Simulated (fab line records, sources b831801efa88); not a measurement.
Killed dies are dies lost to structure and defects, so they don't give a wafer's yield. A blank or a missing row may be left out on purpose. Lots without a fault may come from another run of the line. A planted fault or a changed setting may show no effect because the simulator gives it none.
A struck lot beside a sound one | flow sfq_line | 32 steps out of a route of 325
Sound: wafers L238.1, L238.3, L238.5. Struck: wafers L253.1, L253.5, L253.6. The cause comes at the end.
At each step with rows: each side's tool, then ch and its chambers, then its first start. Under that, the readings that differ: sound wafers | struck wafers | difference of the means | sigmas: that difference in standard deviations of wafers without a fault.
alike: readings whose means differ by less than 2 such deviations, and words and numbers that are the same on both sides. not compared: withheld readings, readings that some wafer has no value for, bounds like >300 that may hide the same value, and numbers for which the record gives no deviation and whose values overlap.
The two part at a step that has a row with sigmas, a row that says differs or no value, or rows on one side only. Numbers that don't overlap but have no deviation are shown without sigmas and don't part them. A reading that every wafer of one side lacks parts them only if that side has two wafers or more.

SFQ_L0_RS_MEAS_901: measures by four-point-probe.
  sound on film_metro-04, day 2 18:34; struck on film_metro-02, day 5 21:34
  reading                | sound          | struck         | difference | sigmas
  L0_MONX_KI_RS (ohm/sq) | 44.3 43.8 44.0 | 42.8 42.8 42.8 | -1.2       | -3
SFQ_L0_THK_MEAS_902: measures by xrf.
  sound on film_metro-04, day 2 18:41; struck on film_metro-02, day 5 21:41
  alike: L0_MONX_KI_THK
then, 6 steps without rows for these wafers: SFQ_TRILAYER_L0_LITHO_COAT_010 (resist thk 62 nm); SFQ_TRILAYER_L0_LITHO_COAT_005 (resist thk 600 nm); SFQ_TRILAYER_L0_LITHO_SOFTBAKE_009; SFQ_TRILAYER_L0_LITHO_EXPOSE_006 (exposes mask L0, target cd 2000 nm); SFQ_TRILAYER_L0_LITHO_PEB_008 (peb time 60 s); SFQ_TRILAYER_L0_LITHO_DEVELOP_007 (time 60 s).
-- the record jumps here: 4 days lie between the struck wafers' starts before and after --
SFQ_TRILAYER_L0_BARC_OPEN_METAL_ETCH_010: etches BARC in O2, target depth 125 nm, time 40.12 s.
  sound on rie_metal-04 ch 0,1, day 6 04:02; struck on rie_metal-01 ch 0,1, day 9 21:23
  alike: drypump_motor_current_A, oes_product_au
  not compared: rf_hours_counter_h
SFQ_TRILAYER_L0_ETCH_METAL_ETCH_008: etches MoNx KI in SF6/O2, stops on SiO2, target depth 50 nm, time 25 s.
  sound on rie_metal-04 ch 0,1, day 6 04:06; struck on rie_metal-01 ch 0,1, day 9 21:27
  alike: drypump_motor_current_A, oes_product_au
  not compared: rf_hours_counter_h
SFQ_TRILAYER_L0_STRIP_STRIP_009: strips in O2.
  sound on rie_metal-04 ch 0,1, day 6 04:09; struck on rie_metal-01 ch 0,1, day 9 21:29
  alike: drypump_motor_current_A, oes_product_au
  not compared: rf_hours_counter_h
then, 1 step without rows for these wafers: SFQ_TRILAYER_L0_STRIP_SOLV_CLEAN_010 (cleans in NMP, time 600 s).
SFQ_TRILAYER_L0_CAP_PECVD_011: deposits SiO2 from SiH4/N2O, time 13.333 s, target thk 60 nm.
  sound on pecvd-04 ch 0,1,2, day 6 04:55; struck on pecvd-04 ch 0,2, day 9 22:16
  no value came back on the struck wafers for chamber_pressure_Torr (Torr), heater_power_outer_w (W), heater_power_w (W), throttle_valve_pct (%); on the sound wafers chamber_pressure_Torr (Torr) reads 2.403 2.390 2.409
then, 6 steps without rows for these wafers: SFQ_TRILAYER_L0_VIA_LITHO_COAT_018 (resist thk 62 nm); SFQ_TRILAYER_L0_VIA_LITHO_COAT_013 (resist thk 650 nm); SFQ_TRILAYER_L0_VIA_LITHO_SOFTBAKE_017; SFQ_TRILAYER_L0_VIA_LITHO_EXPOSE_014 (exposes mask L0V, target cd 700 nm); SFQ_TRILAYER_L0_VIA_LITHO_PEB_016 (peb time 60 s); SFQ_TRILAYER_L0_VIA_LITHO_DEVELOP_015 (time 60 s).
-- the record jumps here: 5 days lie between the struck wafers' starts before and after --
SFQ_L0V_OVL_MEAS_903:
  sound on overlay-02, day 10 13:14; struck on overlay-02, day 14 23:54
  alike: L0V_OVL
SFQ_TRILAYER_L0_VIA_BARC_OPEN_VIA_ETCH_021: etches BARC in O2, target depth 125 nm, time 41.7 s.
  sound on rie_diel-04 ch 0,1,2, day 10 13:16; struck on rie_diel-03 ch 0,2,3, day 14 23:56
  alike: drypump_motor_current_A, oes_product_au
  not compared: rf_hours_counter_h
SFQ_TRILAYER_L0_VIA_ETCH_VIA_ETCH_016: etches SiO2 in CHF3, stops on MoNx KI, target depth 80 nm.
  sound on rie_diel-04 ch 0,1,2, day 10 13:19; struck on rie_diel-03 ch 0,2,3, day 14 23:58
  reading                  | sound             | struck            | difference | sigmas
  oes_product_au (a.u.)    | 0.824 0.826 0.841 | 0.381 0.380 0.369 | -0.454     | -56
  model.etch.depth_nm (nm) | 57.43 57.81 60.02 | 0 0 0             | -58        |
  alike: drypump_motor_current_A
then, 3 steps without rows for these wafers: SFQ_TRILAYER_L0_VIA_STRIP_STRIP_017 (strips in O2); SFQ_TRILAYER_L0_VIA_STRIP_SOLV_CLEAN_018 (cleans in NMP, time 600 s); SFQ_TRILAYER_M0_DEP_PRE_CLEAN_020 (time 15 s).
SFQ_TRILAYER_M0_DEP_SPUTTER_019: material Nb, target thk 200 nm, time 133.3 s.
  sound on pvd_sputter-04, day 10 14:46; struck on pvd_sputter-04, day 15 01:25
  alike: base_pressure_pa, chamber_pressure_pa, throttle_valve_pct
SFQ_M0_RS_MEAS_904: measures by four-point-probe.
  sound on film_metro-01, day 10 14:51; struck on film_metro-03, day 15 01:31
  alike: M0_NB_RS
then, 3 steps without rows for these wafers: SFQ_TRILAYER_M0_LITHO_COAT_026 (resist thk 62 nm); SFQ_TRILAYER_M0_LITHO_COAT_021 (resist thk 600 nm); SFQ_TRILAYER_M0_LITHO_SOFTBAKE_025.
-- the record jumps here: 6 days lie between the struck wafers' starts before and after --
SFQ_TRILAYER_M0_LITHO_EXPOSE_022: exposes mask M0, target cd 500 nm.
  sound on krf_scanner-02 ch 0, day 14 23:59; struck on krf_scanner-01, day 20 17:21
  no value came back on the struck wafers for exposure_dose_mJ_cm2, focus_offset_nm (nm), na; on the sound wafers exposure_dose_mJ_cm2 reads 14.410 14.406 14.395
  alike: mask
then, 1 step without rows for these wafers: SFQ_TRILAYER_M0_LITHO_PEB_024 (peb time 60 s).

WHERE THEY PART
First at SFQ_L0_RS_MEAS_901; last, within this record, at SFQ_TRILAYER_M0_LITHO_EXPOSE_022.

WHY: what the simulator had put in
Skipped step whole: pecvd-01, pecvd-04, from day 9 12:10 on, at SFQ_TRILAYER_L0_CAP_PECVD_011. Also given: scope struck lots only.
